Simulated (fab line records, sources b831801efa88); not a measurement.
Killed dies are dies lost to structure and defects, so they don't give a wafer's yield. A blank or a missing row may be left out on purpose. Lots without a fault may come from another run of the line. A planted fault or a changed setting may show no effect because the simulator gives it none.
One fault seen from 2 desks | flow sfq_line | each desk has only its own numbers; what lay behind them comes last

THE METROLOGY DESK
What the gauges read, lot by lot, whatever tool the lot ran on: means of the sampled wafers that have a number. A lot is out of limits, marked OUT, if its mean lies more than 4 standard deviations from the usual mean; the brackets give that distance.
Columns: A = J5_OVL at SFQ_JJ_OVL_MEAS_931, usual 1 nm
lot  | first seen here | A
L679 | day 45 04:52    | 1
L680 | day 49 18:44    | 2
L682 | day 50 00:44    | -6
L683 | day 50 06:44    | 3
L686 | day 55 03:44    | 7
L691 | day 57 01:19    | -6
L693 | day 57 16:35    | -2
L694 | day 57 19:50    | 6
L695 | day 61 10:14    | 6
L696 | day 62 07:52    | -1
L697 | day 62 11:28    | 2
L699 | day 63 01:59    | -2
L701 | day 65 10:16    | -2
L702 | day 65 13:52    | 5
This desk's finding: nothing out of limits on any of the 14 lots.

THE TOOL OWNER'S DESK: litho_track-01
The tool's own readings at SFQ_TRILAYER_M5_LITHO_COAT_123 (resist thk 600 nm): means of the sampled wafers that have a number, for each lot that ran on this tool. A lot is out of limits, marked OUT, if its mean lies more than 4 standard deviations from the usual mean; the brackets give that distance.
Columns: A = chill_plate_temp_C at SFQ_TRILAYER_M5_LITHO_COAT_123, usual 23.02 C; B = spin_speed_rpm at SFQ_TRILAYER_M5_LITHO_COAT_123, usual 2999.9 rpm
lot  | first seen here | A     | B
L679 | day 45 08:00    | 23.02 | 2998.2
L686 | day 55 06:55    | 22.99 | 3002.9
L693 | day 57 19:35    | 22.85 | 2637.3 (-99 or more) OUT
L694 | day 57 22:56    | 22.94 | 2640.6 (-99 or more) OUT
L695 | day 61 13:37    | 22.99 | 2999.4
L697 | day 62 14:29    | 23.14 | 2999.5
This desk's finding: out of limits on L693, L694; first on L693, day 57 19:35 (spin_speed_rpm at SFQ_TRILAYER_M5_LITHO_COAT_123). In limits: L679, L686, L695, L697.

PUT TOGETHER
The tool owner's desk could have raised an alarm at day 57 19:35, on L693, L694.
The metrology desk saw nothing out of limits.
The metrology desk has L693, L694 on record, within its limits.
Of the lots named, all ran SFQ_TRILAYER_M5_LITHO_COAT_123 on litho_track-01.

WHAT THE SIMULATOR HAD PUT IN
Process parameter drift: litho_track-01, from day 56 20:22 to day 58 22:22, at SFQ_TRILAYER_M5_LITHO_COAT_123. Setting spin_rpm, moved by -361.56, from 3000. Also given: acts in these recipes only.
Lots struck among those shown: L693, L694.
Hours from the fault's start to each desk's first reading out of limits: the tool owner's desk, 23.
